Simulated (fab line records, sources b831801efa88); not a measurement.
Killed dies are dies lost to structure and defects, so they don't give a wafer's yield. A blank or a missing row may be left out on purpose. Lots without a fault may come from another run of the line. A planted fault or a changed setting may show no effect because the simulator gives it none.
Which tool did it? | flow sky130 | 6 lots, 18 wafers sampled, at 2 steps of a route of 708

WHAT THE GAUGES READ, wafer by wafer
SKY_LDD_P_TW_MEAS_11.
lot  | measured     | on            | LDD_P_TW
L284 | day 20 05:24 | film_metro-04 | 629 631 627
L286 | day 22 10:19 | film_metro-01 | 636 634 638
L291 | day 22 23:47 | film_metro-03 | 641 639 640
L292 | day 23 05:40 | film_metro-04 | 631 627 629
L296 | day 24 12:29 | film_metro-01 | 633 629 630
L303 | day 27 03:10 | film_metro-01 | 637 640 638

WHICH TOOL RAN EACH LOT (tool, then ch and the chambers of the sampled wafers, then the start)
lot  | SKY_LDD_P_IMPLANT_09
L284 | implanter-04 ch 0, day 20 05:12
L286 | implanter-04 ch 0, day 22 10:04
L291 | implanter-04 ch 0, day 22 23:33
L292 | implanter-02 ch 0, day 23 05:25
L296 | implanter-03 ch 0, day 24 12:14
L303 | implanter-02 ch 0, day 27 02:55
- SKY_LDD_P_IMPLANT_09

THE ANSWER, worked out from the rows above alone
Rule: what is usual is taken from the lots themselves. Put in order of their means at a reading, lots are off if they are a third of the lots or fewer, leave a main group of 4 or more, and stand apart from it by a gap of 3 or more times the standard deviation of the main group's means; of several such gaps the widest counts. A main group whose means are all the same, to the digits that the tables above print for the reading, isn't used. A lot without any number at a reading at which 4 lots or more have one is off too. The other lots that the step has rows for count as sound.
No lot is off at any reading shown: from this, nothing can be told.

WHAT THE SIMULATOR HAD PUT IN
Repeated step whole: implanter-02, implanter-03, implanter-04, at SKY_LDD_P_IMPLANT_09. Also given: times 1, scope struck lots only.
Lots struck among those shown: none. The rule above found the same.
